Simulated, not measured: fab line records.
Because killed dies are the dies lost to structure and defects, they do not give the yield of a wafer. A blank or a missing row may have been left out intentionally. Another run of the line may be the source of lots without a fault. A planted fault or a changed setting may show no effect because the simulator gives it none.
Chamber matching -- flow sky130 -- 3 sister chambers for SKY_FIELD_ISO_CMP_27 on cmp-01
The step polishes, stops on Si3N4, t overpolish 16 s, target thk 457.8 nm. 14 wafers are shown with their chamber, then 6 later ones without.

== WAFERS PAIRED WITH THEIR CHAMBERS ==
wafer,chamber,motorCurrentA (A),timeToEndpointS (s),overpolishRunS (s)
L155.1,2,11.9,113,16.001
L155.3,1,14.8,110,16.003
L155.5,3,11.5,116,16.004
L156.2,3,11.2,113,16.003
L156.5,2,11.0,116,16.007
L156.6,1,14.4,107,16.008
L158.2,1,14.3,102,16.005
L158.3,2,11.3,110,15.996
L158.6,3,10.8,104,16.006
L160.1,2,10.9,112,16.002
L160.2,1,14.5,105,16.004
L160.5,3,11.4,106,16.015
L171.3,1,14.7,107,15.991
L171.5,3,11.3,111,15.998

SIGNATURES, as means of the wafers listed above
reading,chamber 1,chamber 2,chamber 3,scatter within a chamber
motorCurrentA,14.540,11.275,11.240,0.312
timeToEndpointS,106.20,112.75,110.00,3.71
overpolishRunS,16.00220,16.00150,16.00520,0.00593
Rule: distance of a wafer from a chamber = root of the sum over the readings of ((wafer's reading minus chamber's mean) / reading's scatter) squared. The wafer belongs to the nearest chamber; if the next one is less than 2 further off, it can't be placed. How the scatter is found: for the shown wafers, subtract from each reading the mean of its chamber, square and add these, divide the total by (wafers less chambers), then take the root.

== WAFERS WITHOUT THEIR CHAMBER ==
wafer,motorCurrentA (A),timeToEndpointS (s),overpolishRunS (s)
L171.6,11.7,117,15.988
L175.1,11.7,103,16.007
L175.3,10.9,111,16.000
L176.2,10.8,115,15.986
L176.5,15.0,111,15.997
L176.6,11.5,113,15.998

== WHICH CHAMBER EACH WENT THROUGH ==
wafer,from the rows above,in truth
L171.6,can't be placed: 2 or 3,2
L175.1,can't be placed: 3 or 2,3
L175.3,can't be placed: 2 or 3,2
L176.2,can't be placed: 2 or 3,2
L176.5,1,1
L176.6,can't be placed: 2 or 3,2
Placed correctly: 1 of 6. Can't be placed from these rows: 5 (the true chamber is among the candidates in 5). Number placed wrongly: 0.
